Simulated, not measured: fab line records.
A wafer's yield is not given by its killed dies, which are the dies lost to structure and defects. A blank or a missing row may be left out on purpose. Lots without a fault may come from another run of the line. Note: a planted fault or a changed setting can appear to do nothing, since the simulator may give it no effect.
Which of the tools did it?	flow gf180mcu	42 wafers from 14 lots sampled at 6 of the route's 602 steps

== WHAT THE GAUGES SHOWED, per wafer ==
GF_NWELL_TW_MEAS_11. Usual: NWELL_TW gives 1557 (standard deviation 11).
lot	measured	on	NWELL_TW	flag
L923	day 3 09:12	film-metro-04	1555 1558 1554	
L926	day 4 00:50	film-metro-04	1561 1551 1559	
L927	day 4 04:38	film-metro-01	1581 1571 1569	
L930	day 4 22:49	film-metro-01	1564 1563 1572	
L931	day 5 02:23	film-metro-04	1531 1529 1535	
L933	day 5 15:38	film-metro-02	1564 1565 1552	
L935	day 6 00:35	film-metro-04	1551 1548 1541	
L938	day 6 19:38	film-metro-04	1550 1550 1558	
L939	day 6 23:49	film-metro-02	1418 1420 1420 1434 1433 1432	OFF
L940	day 7 06:23	film-metro-04	1545 1537 1544	
L941	day 7 10:13	film-metro-02	1436 1432 1433 1428 1434 1433	OFF
L942	day 7 17:06	film-metro-04	1419 1416 1416 1418 1417 1418	OFF
L945	day 8 08:37	film-metro-01	1568 1567 1572	
L946	day 8 13:20	film-metro-01	1565 1564 1564	

GF_VT_IMPLANT_RS_MEAS_47: the measuring method here is four-point-probe. Usual: NWELL_RS gives 487.7 ohm/sq (standard deviation 1.3).
lot	measured	on	NWELL_RS (ohm/sq)	flag
L923	day 7 15:56	film-metro-02	485.9 486.6 486.7	
L926	day 8 10:41	film-metro-04	486.4 487.3 487.8	
L927	day 8 15:57	film-metro-01	485.9 488.1 486.1	
L930	day 9 13:43	film-metro-04	489.9 489.5 489.0	
L931	day 9 18:50	film-metro-04	489.1 487.5 489.3	
L933	day 10 11:01	film-metro-01	487.1 486.1 487.1	
L935	day 11 00:44	film-metro-01	487.1 487.4 488.7	
L938	day 11 21:42	film-metro-04	487.0 487.6 486.7	
L939	day 12 03:38	film-metro-02	578.6 579.1 577.7 578.9 579.8 577.8	OFF
L940	day 12 11:26	film-metro-04	490.0 488.1 489.8	
L941	day 12 16:41	film-metro-01	578.0 576.8 578.6 577.6 576.6 578.5	OFF
L942	day 12 23:36	film-metro-04	580.9 581.5 580.8 581.4 581.8 580.6	OFF
L945	day 13 16:46	film-metro-02	488.9 486.9 486.8	
L946	day 13 23:40	film-metro-04	488.7 490.9 488.4	

GF_SALICIDE_THK_MEAS_05: measures by xrf. Usual: SALICIDE_TIN_THK gives 19.9 nm (standard deviation 0.36).
lot	measured	on	SALICIDE_TIN_THK (nm)	flag
L923	day 15 05:35	film-metro-02	19.9 19.9 20.1	
L926	day 16 02:57	film-metro-04	19.9 19.8 19.7	
L927	day 16 11:28	film-metro-03	19.2 19.5 19.3	
L930	day 17 18:40	film-metro-04	20.7 20.3 20.5	
L931	day 18 02:23	film-metro-04	19.9 20.0 20.0	
L933	day 19 02:31	film-metro-03	20.1 20.1 20.0	
L935	day 19 17:13	film-metro-04	20.0 19.8 19.8	
L938	day 20 22:50	film-metro-04	20.3 20.2 20.2	
L940	day 21 15:40	film-metro-03	19.6 19.4 19.4	
L945	day 23 04:46	film-metro-03	19.9 20.3 20.4	
L946	day 23 10:34	film-metro-02	19.5 19.6 19.7	

GF_CONTACT_THK_MEAS_26: measures by xrf. Usual: CONTACT_W_THK gives 309 nm (standard deviation 5.3).
lot	measured	on	CONTACT_W_THK (nm)	flag
L923	day 16 04:47	film-metro-02	306 304 304	
L926	day 17 04:38	film-metro-01	307 313 307	
L927	day 17 11:55	film-metro-04	306 310 313	
L930	day 18 20:40	film-metro-01	305 309 304	
L931	day 19 04:59	film-metro-04	316 307 315	
L933	day 20 04:50	film-metro-04	321 317 310	
L935	day 20 18:39	film-metro-02	304 301 306	
L938	day 22 00:10	film-metro-01	314 315 312	
L940	day 22 17:40	film-metro-02	301 311 303	
L945	day 24 05:16	film-metro-04	304 311 303	
L946	day 24 10:37	film-metro-02	308 308 303	

== WHICH TOOL RAN EACH LOT (tool, then ch and the chambers of the sampled wafers, then the start) ==
lot	GF_NWELL_IMPLANT_08	GF_CONTACT_CVD_24
L923	implanter-02 ch 0, day 3 08:49	cvd-w-01 ch 0, day 16 04:34
L926	implanter-02 ch 0, day 4 00:28	cvd-w-01 ch 0,1, day 17 04:26
L927	implanter-03 ch 0, day 4 04:15	cvd-w-01 ch 0,1, day 17 11:41
L930	implanter-03 ch 0, day 4 22:26	cvd-w-02 ch 0,1, day 18 20:27
L931	implanter-03 ch 0, day 5 02:00	cvd-w-01 ch 0,1, day 19 04:45
L933	implanter-04 ch 0, day 5 15:16	cvd-w-02 ch 0,1, day 20 04:37
L935	implanter-03 ch 0, day 6 00:11	cvd-w-01 ch 0,1, day 20 18:26
L938	implanter-04 ch 0, day 6 19:14	cvd-w-02 ch 1, day 21 23:50
L939	implanter-03 ch 0, day 6 23:27	-
L940	implanter-02 ch 0, day 7 06:01	cvd-w-01 ch 0,1, day 22 17:27
L941	implanter-03 ch 0, day 7 09:51	-
L942	implanter-03 ch 0, day 7 16:42	-
L945	implanter-02 ch 0, day 8 08:13	cvd-w-01 ch 0,1, day 24 05:03
L946	implanter-02 ch 0, day 8 12:56	cvd-w-01 ch 0,1, day 24 10:23
- GF_NWELL_IMPLANT_08
- GF_CONTACT_CVD_24: deposits W, target thk 300 nm, time 90.339 s.

== WHAT THE TOOLS THEMSELVES READ (means of the sampled wafers that have a number; where no wafer has one, the mark that the record gives instead) ==
GF_CONTACT_CVD_24. Usual: heater-power-w at 894 W, with a standard deviation of 42.
lot	tool	heater-power-w (W)	flag
L923	cvd-w-01	916	
L926	cvd-w-01	914	
L927	cvd-w-01	919	
L930	cvd-w-02	828	
L931	cvd-w-01	914	
L933	cvd-w-02	848	
L935	cvd-w-01	919	
L938	cvd-w-02	893	
L940	cvd-w-01	911	
L945	cvd-w-01	910	
L946	cvd-w-01	921	

== THE ANSWER, worked out from the rows above alone ==
Rule: take the mean of a lot's wafers that have a number; if it is more than 3 standard deviations from the usual mean, the lot is off. Also off: a lot with no number at a reading for which 4 or more lots have one. All remaining lots with rows at the step are treated as sound. The gauges are gone through in route order, then the tools' own readings, and for those a lot's mean is taken as printed above. The first step at which some lot is off is used, and at that step the reading that is off furthest; a lot without a number counts as furthest.
Off: L939, L941, L942, seen at GF_NWELL_TW_MEAS_11 (NWELL_TW).
If a tool, at a process step before that reading, ran all the lots that are off and no sound lot after the first of them, it fits. Those tools and the gauges at GF_NWELL_TW_MEAS_11 are tried in the same way. One fits: GF_NWELL_IMPLANT_08 on implanter-03. A fault onset in the window from L935 (day 6 00:11, its last sound lot) to L939 (day 6 23:27, its first lot off) fits.

== WHAT THE SIMULATOR HAD PUT IN ==
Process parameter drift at GF_NWELL_IMPLANT_08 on implanter-03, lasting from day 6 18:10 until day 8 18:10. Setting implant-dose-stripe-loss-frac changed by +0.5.
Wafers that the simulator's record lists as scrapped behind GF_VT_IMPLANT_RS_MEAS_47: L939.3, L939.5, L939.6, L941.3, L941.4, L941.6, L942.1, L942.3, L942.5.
Struck lots among those shown: L939, L941, L942. The rule above found the same.
